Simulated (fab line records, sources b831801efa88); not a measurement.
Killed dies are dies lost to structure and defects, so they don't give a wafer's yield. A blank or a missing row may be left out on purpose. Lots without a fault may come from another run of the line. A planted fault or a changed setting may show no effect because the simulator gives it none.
Chamber matching | flow sky130 | SKY_LI_CONTACT_CMP_02 on cmp-02: 4 sister chambers
The step polishes PSG. 8 wafers are shown with their chamber, then 12 later ones without.

WAFERS WITH THEIR CHAMBER
wafer  | chamber | motor_current_A (A) | head_pressure_psi (psi)
L088.5 | 2       | 11.6                | 4.002
L092.5 | 0       | 11.6                | 3.997
L090.3 | 3       | 9.6                 | 4.008
L090.4 | 1       | 12.0                | 3.996
L090.6 | 3       | 10.0                | 3.997
L091.1 | 1       | 12.6                | 4.005
L091.2 | 0       | 11.8                | 4.001
L091.5 | 2       | 12.3                | 4.009

WAFERS WITHOUT THEIR CHAMBER
wafer  | motor_current_A (A) | head_pressure_psi (psi)
L093.1 | 12.5                | 3.988
L093.3 | 9.8                 | 4.006
L093.4 | 11.6                | 3.981
L094.1 | 12.5                | 4.006
L094.5 | 12.1                | 3.999
L094.6 | 11.7                | 4.006
L095.2 | 12.4                | 3.987
L095.4 | 11.6                | 3.992
L095.6 | 12.4                | 4.008
L097.1 | 12.4                | 3.989
L097.3 | 11.0                | 3.993
L097.6 | 12.8                | 4.011

WHICH CHAMBER EACH WENT THROUGH
wafer  | from the rows above               | in truth
L093.1 | can't be placed: 1 or 0 or 2      | 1
L093.3 | 3                                 | 3
L093.4 | can't be placed: 0 or 1 or 2      | 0
L094.1 | can't be placed: 1 or 2 or 0      | 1
L094.5 | can't be placed: 1 or 0 or 2      | 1
L094.6 | can't be placed: 2 or 0 or 1      | 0
L095.2 | can't be placed: 1 or 0 or 2      | 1
L095.4 | can't be placed: 0 or 1 or 2      | 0
L095.6 | can't be placed: 2 or 1 or 0      | 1
L097.1 | can't be placed: 1 or 0 or 2      | 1
L097.3 | can't be placed: 0 or 2 or 3 or 1 | 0
L097.6 | can't be placed: 1 or 2 or 0      | 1
Placed correctly: 1 of 12. Can't be placed from these rows: 11 (the true chamber is among the candidates in 11). Placed wrongly: 0.
How it was worked out, from the rows above alone: a wafer's distance from a chamber is the root of the sum, over the readings, of the square of ((its reading less the chamber's mean) divided by the reading's scatter). The wafer belongs to the nearest chamber; if the next one is less than 2 further off, it can't be placed. A chamber's mean is the mean of its shown wafers. The scatter: the root of (the sum of the squares of (reading less its chamber's mean) over the shown wafers, divided by (wafers less chambers)).
